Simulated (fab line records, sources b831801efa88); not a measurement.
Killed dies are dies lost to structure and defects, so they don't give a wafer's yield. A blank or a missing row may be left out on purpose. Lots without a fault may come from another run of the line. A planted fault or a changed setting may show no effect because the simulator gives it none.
A struck lot beside a sound one | flow sfq_line | 24 steps out of a route of 325
Sound: wafers L740.2, L740.4, L740.5. Struck: wafers L746.2, L746.3, L746.5. The cause comes at the end.
At each step with rows: each side's tool, then ch and its chambers, then its first start. Under that, the readings that differ: sound wafers | struck wafers | difference of the means | sigmas: that difference in standard deviations of wafers without a fault.
alike: readings whose means differ by less than 2 such deviations, and words and numbers that are the same on both sides. not compared: withheld readings, readings that some wafer has no value for, bounds like >300 that may hide the same value, and numbers for which the record gives no deviation and whose values overlap.
The two part at a step that has a row with sigmas, a row that says differs or no value, or rows on one side only. Numbers that don't overlap but have no deviation are shown without sigmas and don't part them. A reading that every wafer of one side lacks parts them only if that side has two wafers or more.

first, 6 steps without rows for these wafers: SFQ_TRILAYER_I2_VIA_LITHO_COAT_072 (resist thk 62 nm); SFQ_TRILAYER_I2_VIA_LITHO_COAT_067 (resist thk 650 nm); SFQ_TRILAYER_I2_VIA_LITHO_SOFTBAKE_071; SFQ_TRILAYER_I2_VIA_LITHO_EXPOSE_068 (exposes mask I2, target cd 500 nm); SFQ_TRILAYER_I2_VIA_LITHO_PEB_070 (peb time 60 s); SFQ_TRILAYER_I2_VIA_LITHO_DEVELOP_069 (time 60 s).
SFQ_I2_OVL_MEAS_918:
  sound on overlay-01, day 29 07:48; struck on overlay-01, day 32 16:23
  alike: I2_OVL
SFQ_TRILAYER_I2_VIA_BARC_OPEN_VIA_ETCH_096: etches BARC in O2, target depth 125 nm, time 41.7 s.
  sound on rie_diel-03 ch 0,2,3, day 29 07:50; struck on rie_diel-02 ch 1,2,3, day 32 16:25
  alike: chamber_pressure_mTorr, drypump_motor_current_A, oes_product_au
  not compared: rf_hours_counter_h
SFQ_TRILAYER_I2_VIA_ETCH_VIA_ETCH_070: etches SiO2 in CHF3, stops on Nb, target depth 260 nm.
  sound on rie_diel-03 ch 0,2,3, day 29 07:52; struck on rie_diel-02 ch 1,2,3, day 32 16:28
  alike: chamber_pressure_mTorr, drypump_motor_current_A, oes_product_au
SFQ_TRILAYER_I2_VIA_STRIP_STRIP_071: strips in O2.
  sound on rie_metal-04 ch 0,1, day 29 07:59; struck on rie_metal-01 ch 0, day 32 16:35
  alike: chamber_pressure_mTorr, drypump_motor_current_A, oes_product_au
  not compared: rf_hours_counter_h
then, 2 steps without rows for these wafers: SFQ_TRILAYER_I2_VIA_STRIP_SOLV_CLEAN_072 (cleans in NMP, time 600 s); SFQ_TRILAYER_M3_DEP_PRE_CLEAN_074 (time 22.5 s).
SFQ_TRILAYER_M3_DEP_SPUTTER_073: material Nb, target thk 200 nm, time 133.3 s.
  sound on pvd_sputter-05, day 29 08:49; struck on pvd_sputter-06, day 32 17:23
  no value came back on the struck wafers for base_pressure_pa (Pa), cathode_dc_power_W (W), substrate_temp_c (C), throttle_valve_pct (%); on the sound wafers base_pressure_pa (Pa) reads 1.37e-06 1.22e-06 1.21e-06
SFQ_M3_RS_MEAS_919: measures by four-point-probe.
  sound on film_metro-02, day 29 09:01; struck on film_metro-02, day 32 17:29
  reading           | sound             | struck | difference                    | sigmas
  M3_NB_RS (ohm/sq) | 0.888 0.898 0.886 | - - -  | no value on the struck wafers |
then, 6 steps without rows for these wafers: SFQ_TRILAYER_M3_LITHO_COAT_080 (resist thk 62 nm); SFQ_TRILAYER_M3_LITHO_COAT_075 (resist thk 600 nm); SFQ_TRILAYER_M3_LITHO_SOFTBAKE_079; SFQ_TRILAYER_M3_LITHO_EXPOSE_076 (exposes mask M3, target cd 500 nm); SFQ_TRILAYER_M3_LITHO_PEB_078 (peb time 60 s); SFQ_TRILAYER_M3_LITHO_DEVELOP_077 (time 60 s).
-- the record jumps here: 2 days lie between the struck wafers' starts before and after --
SFQ_M3_OVL_MEAS_921:
  sound on overlay-01, day 31 17:20; struck on overlay-01, day 35 03:02
  alike: M3_OVL
SFQ_TRILAYER_M3_BARC_OPEN_METAL_ETCH_100: etches BARC in O2, target depth 125 nm, time 41.7 s.
  sound on rie_metal-04 ch 0,1, day 31 17:22; struck on rie_metal-04 ch 0,1, day 35 03:04
  alike: chamber_pressure_mTorr, drypump_motor_current_A, oes_product_au
  not compared: rf_hours_counter_h
SFQ_TRILAYER_M3_ETCH_METAL_ETCH_078: etches Nb in Cl2/Ar, stops on SiO2, target depth 240 nm, time 120 s.
  sound on rie_metal-04 ch 0,1, day 31 17:25; struck on rie_metal-04 ch 0,1, day 35 03:08
  reading               | sound             | struck            | difference | sigmas
  oes_product_au (a.u.) | 0.890 0.884 0.896 | 0.370 0.384 0.381 | -0.512     | -71
  alike: chamber_pressure_mTorr, drypump_motor_current_A
  not compared: rf_hours_counter_h
SFQ_TRILAYER_M3_STRIP_STRIP_079: strips in O2.
  sound on rie_metal-04 ch 0,1, day 31 17:32; struck on rie_metal-04 ch 0,1, day 35 03:15
  alike: chamber_pressure_mTorr, drypump_motor_current_A, oes_product_au
  not compared: rf_hours_counter_h

WHERE THEY PART
First at SFQ_TRILAYER_M3_DEP_SPUTTER_073; last, within this record, at SFQ_TRILAYER_M3_ETCH_METAL_ETCH_078. Later steps at which nothing parts them and some readings are alike: SFQ_TRILAYER_M3_STRIP_STRIP_079.

WHY: what the simulator had put in
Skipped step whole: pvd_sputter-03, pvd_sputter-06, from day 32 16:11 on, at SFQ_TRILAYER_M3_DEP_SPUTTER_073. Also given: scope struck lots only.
